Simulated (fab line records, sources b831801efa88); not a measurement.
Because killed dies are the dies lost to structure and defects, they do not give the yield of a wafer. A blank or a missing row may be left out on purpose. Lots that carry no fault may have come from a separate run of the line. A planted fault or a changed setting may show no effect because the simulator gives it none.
Shared-tool check :: flow gf180mcu :: 11 lots, 33 wafers sampled

== REASON FOR OPENING ==
Of 11 lots, 2 have the reading NSD_RS flagged at GF_PSD_RS_MEAS_14. Fault-free wafers read 45.90 ohm/sq, with a standard deviation of 0.095.
Rule: a lot is flagged in two cases, either no wafer of it has a number, or all its wafers with numbers fall more than 4 standard deviations from that mean. All remaining lots are regarded as sound.

lot: L911
measured: day 15 07:29
on: filmMetro-03
NSD_RS (ohm/sq), wafer by wafer: 45.81 45.81 45.82
flag: 

lot: L915
measured: day 16 12:23
on: filmMetro-01
NSD_RS (ohm/sq), wafer by wafer: 45.81 45.93 45.91
flag: 

lot: L916
measured: day 17 01:35
on: filmMetro-02
NSD_RS (ohm/sq), wafer by wafer: 45.86 46.03 45.91
flag: 

lot: L919
measured: day 18 01:50
on: filmMetro-01
NSD_RS (ohm/sq), wafer by wafer: 46.05 46.02 46.13
flag: 

lot: L920
measured: day 18 16:31
on: filmMetro-03
NSD_RS (ohm/sq), wafer by wafer: 46.03 45.96 45.90
flag: 

lot: L923
measured: day 19 13:47
on: filmMetro-03
NSD_RS (ohm/sq), wafer by wafer: 45.74 45.63 45.74
flag: 

lot: L924
measured: day 19 21:10
on: filmMetro-01
NSD_RS (ohm/sq), wafer by wafer: 45.85 45.84 45.86
flag: 

lot: L927
measured: day 21 01:50
on: filmMetro-02
NSD_RS (ohm/sq), wafer by wafer: 43.09 43.16 43.16
flag: FLAGGED

lot: L928
measured: day 21 09:19
on: filmMetro-01
NSD_RS (ohm/sq), wafer by wafer: 43.07 43.08 43.20
flag: FLAGGED

lot: L930
measured: day 21 20:58
on: filmMetro-02
NSD_RS (ohm/sq), wafer by wafer: 45.93 46.02 45.96
flag: 

lot: L931
measured: day 22 07:43
on: filmMetro-01
NSD_RS (ohm/sq), wafer by wafer: 45.93 45.92 46.02
flag: 
The numbers of the flagged lots are 43.13 ohm/sq on average: -2.77 ohm/sq against the usual, or -29 standard deviations.

== LOT BY LOT: THE TOOL USED ==
2 process steps preceding the reading are held in the record, out of 602 steps in the route. In each cell: the tool, then ch and the chambers that the sampled wafers went through, then the start.
lot: L911
flag: 
GF_NSD_IMPLANT_10: implanter-01 ch 0, day 14 09:58
GF_NSD_STRIP_11: plasmaAsher-01 ch 0,1, day 14 10:07

lot: L915
flag: 
GF_NSD_IMPLANT_10: implanter-02 ch 0, day 15 13:46
GF_NSD_STRIP_11: plasmaAsher-04 ch 0,1, day 15 13:55

lot: L916
flag: 
GF_NSD_IMPLANT_10: implanter-04 ch 0, day 16 02:35
GF_NSD_STRIP_11: plasmaAsher-03 ch 0,1, day 16 02:41

lot: L919
flag: 
GF_NSD_IMPLANT_10: implanter-04 ch 0, day 17 02:32
GF_NSD_STRIP_11: plasmaAsher-01 ch 0,1, day 17 02:41

lot: L920
flag: 
GF_NSD_IMPLANT_10: implanter-04 ch 0, day 17 16:59
GF_NSD_STRIP_11: plasmaAsher-04 ch 0,1, day 17 17:07

lot: L923
flag: 
GF_NSD_IMPLANT_10: implanter-01 ch 0, day 18 13:00
GF_NSD_STRIP_11: plasmaAsher-04 ch 0,1, day 18 13:09

lot: L924
flag: 
GF_NSD_IMPLANT_10: implanter-02 ch 0, day 18 20:01
GF_NSD_STRIP_11: plasmaAsher-03 ch 0,1, day 18 20:08

lot: L927
flag: FLAGGED
GF_NSD_IMPLANT_10: implanter-02 ch 0, day 20 01:06
GF_NSD_STRIP_11: plasmaAsher-01 ch 0,1, day 20 01:14

lot: L928
flag: FLAGGED
GF_NSD_IMPLANT_10: implanter-02 ch 0, day 20 07:51
GF_NSD_STRIP_11: plasmaAsher-04 ch 0,1, day 20 07:59

lot: L930
flag: 
GF_NSD_IMPLANT_10: implanter-01 ch 0, day 20 20:04
GF_NSD_STRIP_11: plasmaAsher-01 ch 0,1, day 20 20:12

lot: L931
flag: 
GF_NSD_IMPLANT_10: implanter-04 ch 0, day 21 07:46
GF_NSD_STRIP_11: plasmaAsher-04 ch 0, day 21 07:53
What the steps here do:
- GF_NSD_IMPLANT_10
- GF_NSD_STRIP_11: strips in O2/N2.
- GF_PSD_RS_MEAS_14: measures by four-point-probe.

== FLAGGED AGAINST TOTAL, ONE TOOL AT A TIME (gauges that did the reading follow at the end) ==
step: GF_NSD_IMPLANT_10
tool: implanter-01
lots run: 3
flagged: 0
share of the flagged lots: none
sound lots run after its first flagged lot: -

step: GF_NSD_IMPLANT_10
tool: implanter-02
lots run: 4
flagged: 2
share of the flagged lots: all
sound lots run after its first flagged lot: 0

step: GF_NSD_IMPLANT_10
tool: implanter-04
lots run: 4
flagged: 0
share of the flagged lots: none
sound lots run after its first flagged lot: -

step: GF_NSD_STRIP_11
tool: plasmaAsher-01
lots run: 4
flagged: 1
share of the flagged lots: some
sound lots run after its first flagged lot: 1 (L930)

step: GF_NSD_STRIP_11
tool: plasmaAsher-03
lots run: 2
flagged: 0
share of the flagged lots: none
sound lots run after its first flagged lot: -

step: GF_NSD_STRIP_11
tool: plasmaAsher-04
lots run: 5
flagged: 1
share of the flagged lots: some
sound lots run after its first flagged lot: 1 (L931)

step: GF_PSD_RS_MEAS_14
tool: filmMetro-01
lots run: 5
flagged: 1
share of the flagged lots: some
sound lots run after its first flagged lot: 1 (L931)

step: GF_PSD_RS_MEAS_14
tool: filmMetro-02
lots run: 3
flagged: 1
share of the flagged lots: some
sound lots run after its first flagged lot: 1 (L930)

step: GF_PSD_RS_MEAS_14
tool: filmMetro-03
lots run: 3
flagged: 0
share of the flagged lots: none
sound lots run after its first flagged lot: -

== THE TABLE: WHAT IT ALLOWS ==
Rows of the table that ran each flagged lot: 1, that is implanter-02 at GF_NSD_IMPLANT_10.
- implanter-02 at GF_NSD_IMPLANT_10 ran 4 lots, 2 of them flagged. Last sound lot L924 at day 18 20:01, first flagged lot L927 at day 20 01:06; a fault beginning in between fits. Its own readings lie more than 4 standard deviations out on every wafer of the flagged lots: doseIonsCm2, faradayCurrentUA.
implanter-02 at GF_NSD_IMPLANT_10 is the single tool remaining.

== WHAT THE SIMULATOR HAD INSERTED ==
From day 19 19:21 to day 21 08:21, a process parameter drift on implanter-02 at GF_NSD_IMPLANT_10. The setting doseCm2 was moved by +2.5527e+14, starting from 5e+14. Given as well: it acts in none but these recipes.
Lots struck among those shown: L927, L928. The same result came from the rule above.
